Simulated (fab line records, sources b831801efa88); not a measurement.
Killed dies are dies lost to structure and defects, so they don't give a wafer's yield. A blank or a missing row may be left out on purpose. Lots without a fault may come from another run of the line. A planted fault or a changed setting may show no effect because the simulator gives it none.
fab line records | flow sky130
record lots=5 wafers=14 last_day=49
route steps=708 shown METAL5@664 PAD_OPEN@708
lots that met no fault: from a run of the same line without faults
start_h: hours from the record's first day to the start of the lot's first wafer shown | wait_h: hours since the lot's step before | " the same as in the row above | L1.1+2: a row that stands for several wafers | - no value, or no start given | * or withheld: withheld | < > ~ a bound
route shown NAME@n: a module of which the file shows steps, and the number in the route of the first | usual: mean/standard deviation of fault-free wafers | same: alike in all rows | chamber/n: place in a boat | sites: the reading at each site | _std_site: their standard deviation | _edge_site: outer sites' mean less inner sites' | radius_mm: how far each site lies from the wafer's centre | mask NAME#n: copy n | behind: the tool/chamber that last shaped the wafer | hold: why the lot was held/for how many hours/how that ended | device: the transistor (n, p or np) that didn't switch | end of line: the same wafers' tests at the end of the route | a step without rows: its recipe alone | killed: dies lost to structure and defects at the first sort, not the wafer's yield | map: a wafer's dies, x killed, . not, _ none there
set.NAME: the setting as run; set.NAME@STEP: as run at that earlier step | model.NAME: the simulator's own value behind a step, which no gauge read
lots at some steps of the route; a table a step, a row a wafer
services: from which hour (start_h, from the record's first day; less than 0 if before it) a tool's chamber was out of use, for how many hours, and why
## steps
# step SKY_METAL5_SPUTTER_03
# recipe material=Ti target_thk_nm=5 power_w=3000 time_s=3.3 chamber_pressure_pa=0.4
# usual throttle_valve_pct=29.9/0.81
# columns lot.wafer tool chamber start_h wait_h throttle_valve_pct
L964.1 pvd_sputter-02 - 1053.59 0.0 30.3
L964.2 " - " " 30.6
L964.5 " - " " 29.7
L966.2 pvd_sputter-04 - 1056.50 0.0 28.9
L966.4 " - " " 30.0
L966.5 " - " " 30.2
L975.1 pvd_sputter-02 - 1096.07 0.0 30.7
L975.2 " - " " 30.3
L979.1 pvd_sputter-01 - 1122.59 0.0 29.0
L979.2 " - " " 30.8
L979.5 " - " " 30.9
L981.2 pvd_sputter-04 - 1126.99 0.0 30.3
L981.3 " - " " 29.0
L981.4 " - " " 31.1
# step SKY_METAL5_SPUTTER_04
# recipe material=TiN target_thk_nm=70 power_w=6500 time_s=58.3 chamber_pressure_pa=0.4
# usual throttle_valve_pct=29.9/0.82
# columns lot.wafer tool chamber start_h wait_h throttle_valve_pct
L964.1 pvd_sputter-02 - 1053.61 0.0 30.1
L964.2 " - " " 30.7
L964.5 " - " " 30.0
L966.2 pvd_sputter-04 - 1056.52 0.0 28.9
L966.4 " - " " 30.3
L966.5 " - " " 30.4
L975.1 pvd_sputter-02 - 1096.09 0.0 30.7
L975.2 " - " " 30.3
L979.1 pvd_sputter-01 - 1122.61 0.0 29.0
L979.2 " - " " 31.0
L979.5 " - " " 30.7
L981.2 pvd_sputter-04 - 1127.01 0.0 30.0
L981.3 " - " " 28.9
L981.4 " - " " 30.9
# step SKY_METAL5_RS_MEAS_05
# recipe thk_meas_gauge=four-point-probe reads=TiN_of_METAL5_SPUTTER_04+Ti_of_METAL5_SPUTTER_03+AlCu_of_METAL5_SPUTTER_02+TiN_of_METAL5_SPUTTER_01+Ti_of_METAL5_SPUTTER_00
# usual METAL5_ALCU_RS=0.0271/0.00019
# columns lot.wafer tool chamber start_h wait_h METAL5_ALCU_RS[ohm/sq]
L964.1 film_metro-02 - 1053.66 0.0 0.02722
L964.2 " - " " 0.0271
L964.5 " - " " 0.02741
L966.2 film_metro-02 - 1056.59 0.0 0.02724
L966.4 " - " " 0.02723
L966.5 " - " " 0.02712
L975.1 film_metro-03 - 1096.14 0.0 0.02733
L975.2 " - " " 0.02723
L979.1 film_metro-03 - 1122.66 0.0 0.02693
L979.2 " - " " 0.02702
L979.5 " - " " 0.02704
L981.2 film_metro-04 - 1127.08 0.0 0.02711
L981.3 " - " " 0.02701
L981.4 " - " " 0.02687
# step SKY_METAL5_THK_MEAS_06
# recipe thk_meas_gauge=xrf reads=AlCu_of_METAL5_SPUTTER_02
# usual METAL5_ALCU_THK=1163/11
# columns lot.wafer tool chamber start_h wait_h METAL5_ALCU_THK[nm]
L964.1 film_metro-02 - 1053.78 0.1 1151
L964.2 " - " " 1148
L964.5 " - " " 1141
L966.2 film_metro-02 - 1056.70 0.1 1148
L966.4 " - " " 1156
L966.5 " - " " 1155
L975.1 film_metro-03 - 1096.26 0.1 1159
L975.2 " - " " 1166
L979.1 film_metro-03 - 1122.78 0.1 1183
L979.2 " - " " 1173
L979.5 " - " " 1176
L981.2 film_metro-04 - 1127.19 0.1 1159
L981.3 " - " " 1162
L981.4 " - " " 1170
# step SKY_METAL5_DEHYDRATE_07
# recipe temp_c=200 time_s=60
# step SKY_METAL5_HMDS_08
# recipe prime_time_s=60 prime_temp_c=120
# step SKY_METAL5_COAT_09
# recipe resist=NOVOLAK spin_rpm=3000 resist_thk_nm=1800
# step SKY_METAL5_SOFTBAKE_10
# recipe temp_c=90 time_s=60 resist=NOVOLAK
# step SKY_METAL5_EXPOSE_11
# recipe mask_id=MM5 na=0.6 source_shape=conventional sigma_outer=0.6 polarization=unpolarized target_cd_nm=1600 dose_mj=190
# step SKY_METAL5_PEB_12
# recipe temp_c=withheld time_s=* resist=NOVOLAK
# step SKY_METAL5_DEVELOP_13
# recipe resist=NOVOLAK developer=TMAH develop_time_s=60 dev_temp_c=23
# step SKY_METAL5_DESCUM_14
# recipe chemistry=O2 source_power_w=150 bias_power_w=0 pressure_mtorr=10 temp_c=40 time_s=11
# usual drypump_motor_current_A=5.8/0.33 oes_product_au=1.003/0.0077 rf_fwd_power_W=147.0/0.58
# columns lot.wafer tool chamber start_h wait_h drypump_motor_current_A oes_product_au rf_fwd_power_W rf_hours_counter_h
L964.1 rie_metal-03 1 1074.75 0.1 5.6 0.998 147.4 17
L964.2 " 0 " " 5.5 1.003 146.8 1
L964.5 " 0 " " 5.6 1.012 146.4 -
L966.2 rie_metal-04 0 1077.85 0.1 5.4 0.989 146.3 14
L966.4 " 0 " " 5.4 1.001 146.3 -
L966.5 " 0 " " 5.4 1.005 146.5 -
L975.1 rie_metal-03 1 1115.54 0.1 5.6 1.002 147.4 20
L975.2 " 0 " " 5.6 1.013 146.3 4
L979.1 rie_metal-01 0 1141.59 0.1 6.2 0.992 147.1 18
L979.2 " 1 " " 6.0 1.003 146.7 27
L979.5 " 0 " " 6.2 0.994 146.9 -
L981.2 rie_metal-04 1 1146.05 0.1 6.4 1.000 147.2 21
L981.3 " 1 " " 6.3 1.003 146.8 -
L981.4 " 0 " " 5.4 0.989 146.6 -
# step SKY_METAL5_METAL_ETCH_15
# recipe target_depth_a=12600 stop_on=SiO2 over_etch_frac=0.2 time_s=252 chemistry=Cl2/BCl3 resist_sidewall_deg=86 pressure_mtorr=10 icp_w=900 bias_w=48.5 Cl2_flow_sccm=60 bcl3_flow_sccm=30
# usual drypump_motor_current_A=5.8/0.33 oes_product_au=0.894/0.0051 rf_fwd_power_W=897.2/2.5 throttle_valve_pct=22.264/0.0092
# columns lot.wafer tool chamber start_h wait_h drypump_motor_current_A oes_product_au rf_fwd_power_W rf_hours_counter_h throttle_valve_pct model.NOVOLAK_of_METAL5_COAT_09.thk_nm model.etch.depth_nm model.METAL5.feature_depth_nm
L964.1 rie_metal-03 1 1074.78 0.0 5.6 0.885 894.3 17 22.253 1031 1253 1253
L964.2 " 0 " " 5.6 0.891 894.8 1 22.269 1020 1258 1258
L964.5 " 0 " " 5.6 0.901 896.9 - 22.261 1024 1266 1266
L966.2 rie_metal-04 0 1077.88 0.0 5.4 0.888 897.5 14 22.264 1013 1253 1253
L966.4 " 0 " " 5.4 0.891 898.7 - 22.257 1018 1258 1258
L966.5 " 0 " " 5.4 0.887 898.7 - 22.271 1030 1258 1258
L975.1 rie_metal-03 1 1115.57 0.0 5.6 0.855 902.6 20 22.268 1204 1165 1165
L975.2 " 0 " " 5.6 0.860 894.1 4 22.262 1201 1179 1179
L979.1 rie_metal-01 0 1141.63 0.0 6.2 0.891 900.6 18 22.259 1042 1253 1253
L979.2 " 1 " " 6.0 0.890 893.8 27 22.257 1029 1260 1260
L979.5 " 0 " " 6.2 0.893 898.2 - 22.252 1036 1262 1262
L981.2 rie_metal-04 1 1146.09 0.0 6.4 0.890 898.7 21 22.259 1029 1260 1260
L981.3 " 1 " " 6.3 0.893 901.8 - 22.246 1031 1263 1263
L981.4 " 0 " " 5.4 0.897 895.6 - 22.266 1031 1256 1256
# step SKY_METAL5_STRIP_16
# recipe chemistry=O2/N2 power_w=1400 pressure_mtorr=1500 platen_temp_c=withheld o2_flow_sccm=3000 n2_flow_sccm=300 overash_fraction=0.5
# usual drypump_motor_current_A=5.32/0.25 n2_flow_sccm=300.2/0.86 oes_product_au=0.711/0.0049 strip_time_to_endpoint_s=13.00/0.1
# columns lot.wafer tool chamber start_h wait_h drypump_motor_current_A n2_flow_sccm oes_product_au rf_hours_counter_h strip_time_to_endpoint_s
L964.1 plasma_asher-03 0 1075.02 0.2 5.45 301.2 0.707 99 13.03
L964.2 " 1 " " 4.94 302.6 0.712 99 12.90
L964.5 " 1 " " 4.96 300.8 0.707 - 12.95
L966.2 plasma_asher-01 0 1078.12 0.2 5.15 299.5 0.705 65 12.82
L966.4 " 1 " " 5.56 300.5 0.710 - 12.87
L966.5 " 1 " " 5.54 300.8 0.714 - 13.01
L975.1 plasma_asher-02 0 1115.81 0.2 5.60 299.8 0.706 36 14.98
L975.2 " 1 " " 5.16 300.0 0.713 36 14.96
L979.1 plasma_asher-02 1 1141.86 0.2 5.13 299.3 0.705 38 13.17
L979.2 " 0 " " 5.65 299.7 0.708 38 12.99
L979.5 " 0 " " 5.65 300.6 0.708 - 13.09
L981.2 plasma_asher-03 0 1146.32 0.2 5.45 301.5 0.709 106 13.01
L981.3 " 1 " " 4.92 299.7 0.713 - 13.02
L981.4 " 0 " " 5.43 300.3 0.704 - 13.03
# step SKY_METAL5_STRIP_17
# recipe chemistry=post_etch_residue_remover time_s=1200 temp_c=72.5
# step SKY_PAD_OPEN_PROBE_99
# usual defect_limited_yield=82.2/1.9 killed_at_M0_to_M3=43/6.5 killed_at_M4_up=3.5/1.9 killed_at_contacts=24/5.4 killed_at_front_end=16/4.8 killed_at_other=0.4/0.64 killed_dies=87/9.4 killed_on_rim=18/4.1 killed_open=47/7 killed_short=40/6.3 sort_bin_3_pad_short=0.9/0.4 sort_bin_5_function=10.5/1.4 sort_bin_6_memory=6.3/1.1 sort_n_pass=405/9.4 sort_yield_pct=82.2/1.9
# same gross_dies=492 killed_at_back_side=0 sort_bin_4_leakage[%]=0 sort_bin_8_speed[%]=0
# columns lot.wafer tool chamber start_h wait_h defect_limited_yield[%] killed_at_M0_to_M3 killed_at_M4_up killed_at_contacts killed_at_front_end killed_at_other killed_dies killed_on_rim killed_open killed_short sort_bin_3_pad_short[%] sort_bin_5_function[%] sort_bin_6_memory[%] sort_n_pass sort_yield_pct[%]
L975.1 prober-01 - 1157.31 0.1 0 55 405 25 6 1 492 96 55 38 1.4 91.3 7.3 0 0
L975.2 prober-01 - 1157.36 0.1 0.2 52 393 33 13 0 491 95 57 46 1.4 90.9 7.5 1 0.2
L979.1 prober-01 - 1179.54 0.1 84.1 40 1 24 13 0 78 18 47 31 0.4 10.4 5.1 414 84.1
L979.2 prober-01 - 1179.59 0.1 81.9 45 4 25 15 0 89 24 49 40 1.4 9.3 7.3 403 81.9
L979.5 prober-01 - 1179.74 0.2 81.7 43 3 21 23 0 90 15 58 32 0.8 11.2 6.3 402 81.7
# killed by level:class
L975.1 METAL5:area_etch=399 VIA2:geometric_particle:open=13 CONTACT:geometric_particle:open=10 VIA1:geometric_particle:open=9 VIA3:geometric_particle:open=8 LI_CONTACT:geometric_particle:open=7 METAL1:geometric_particle:short=7 CONTACT:geometric_particle:short=5
L975.2 METAL5:area_etch=388 CONTACT:geometric_particle:open=15 VIA1:geometric_particle:open=10 VIA2:geometric_particle:open=9 METAL2:geometric_particle:short=8 LI_CONTACT:geometric_particle:open=5 LOCAL_INTERCONNECT:geometric_particle:short=5 METAL1:geometric_particle:short=5
L979.1 VIA1:geometric_particle:open=11 CONTACT:geometric_particle:open=8 VIA1:geometric_particle:short=7 LI_CONTACT:geometric_particle:open=7 LOCAL_INTERCONNECT:geometric_particle:short=7 VIA3:geometric_particle:open=7 POLY_GATE:geometric_particle:open=6 METAL1:geometric_particle:short=3
L979.2 VIA1:geometric_particle:open=13 LI_CONTACT:geometric_particle:open=7 CONTACT:geometric_particle:open=7 METAL2:geometric_particle:short=6 VIA2:geometric_particle:open=6 FIELD_ISO:geometric_particle:open=5 VIA3:geometric_particle:open=5 LI_CONTACT:geometric_particle:short=4
L979.5 VIA1:geometric_particle:open=11 LI_CONTACT:geometric_particle:open=9 FIELD_ISO:geometric_particle:open=8 CONTACT:geometric_particle:open=8 VIA3:geometric_particle:open=6 VIA2:geometric_particle:open=5 POLY_GATE:geometric_particle:open=5 METAL2:geometric_particle:short=5
# map L975.1 (x killed, . not)
__________xxxxxxxxxx_________
________xxxxxxxxxxxxxx_______
______xxxxxxxxxxxxxxxxxx_____
_____xxxxxxxxxxxxxxxxxxxx____
____xxxxxxxxxxxxxxxxxxxxxx___
___xxxxxxxxxxxxxxxxxxxxxxxx__
__xxxxxxxxxxxxxxxxxxxxxxxxxx_
_xxxxxxxxxxxxxxxxxxxxxxxxxxxx
_xxxxxxxxxxxxxxxxxxxxxxxxxxxx
_xxxxxxxxxxxxxxxxxxxxxxxxxxxx
_xxxxxxxxxxxxxxxxxxxxxxxxxxxx
_xxxxxxxxxxxxxxxxxxxxxxxxxxxx
_xxxxxxxxxxxxxxxxxxxxxxxxxxxx
_xxxxxxxxxxxxxxxxxxxxxxxxxxxx
_xxxxxxxxxxxxxxxxxxxxxxxxxxxx
__xxxxxxxxxxxxxxxxxxxxxxxxxx_
___xxxxxxxxxxxxxxxxxxxxxxxx__
____xxxxxxxxxxxxxxxxxxxxxx___
_____xxxxxxxxxxxxxxxxxxxx____
______xxxxxxxxxxxxxxxxxx_____
________xxxxxxxxxxxxxx_______
__________xxxxxxxxxx_________
# map L964.2 (x killed, . not)
__________...x......_________
________.....x.x.x...._______
______.......x.........._____
_____.....x..x.x....x....____
____.x.......x........x.x.___
___xx...x..x...............__
__.x.........x...x.........._
_....x.x...........x.......x.
_......x...x.....xxx.........
_........xx.x..x............x
_.x..........x...x...x....x..
_...x..x...........x........x
_....x.x............xx....x..
_xx........xx................
_..................xx........
__...........xx......x.x..xx_
___..x..x....x..x.....x....__
____.xx.x...........x..x..___
_____x...x...x...........____
______....xx.x.....x...._____
________x.xx...x......_______
__________..x.x...x._________
## services
# columns tool chamber start_h hours kind
rie_metal-03 0 1037.80 - clean
rie_metal-03 0 1037.80 22.1 scheduled_down
rie_metal-03 0 1037.80 22.1 vent_cycle
plasma_asher-03 - 1049.81 0.6 repair
plasma_asher-01 - 1056.79 20.1 repair
rie_metal-03 - 1081.76 0.7 repair
plasma_asher-02 - 1082.03 0.9 repair
pvd_sputter-02 - 1084.25 1.9 repair
pvd_sputter-01 - 1097.50 1.3 repair
rie_metal-03 1 1123.01 1.9 repair
plasma_asher-02 - 1143.23 0.8 repair
## key
first_sign step=SKY_METAL5_METAL_ETCH_15 reading=oes_product_au direction=down sigmas=7 usual=0.894 struck=0.857
effect step=SKY_METAL5_STRIP_16 reading=strip_time_to_endpoint_s direction=up sigmas=20 usual=* struck=*
effect step=SKY_PAD_OPEN_PROBE_99 reading=killed_at_M4_up direction=up sigmas=99+ usual=3.5 struck=399
model_effect step=SKY_METAL5_METAL_ETCH_15 value=NOVOLAK_of_METAL5_COAT_09.thk_nm without=1020 struck=1203
more_kills_born_at SKY_METAL5_METAL_ETCH_15@rie_metal-03=787
met_at SKY_METAL5_METAL_ETCH_15
struck_wafers L975.1,L975.2
later_rows_left_out L975.1,L975.2
onset_between 1074.78 1115.57
fault kind=process_parameter_drift tool=rie_metal-03 chamber=- onset_h=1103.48 steps=SKY_METAL5_METAL_ETCH_15 channel=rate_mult offset=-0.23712 shape=step end_h=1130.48 scope=struck_wafers_only
# later_rows_left_out: the simulator's readings of these wafers behind a module that went badly wrong aren't trusted and aren't shown, but for the sort
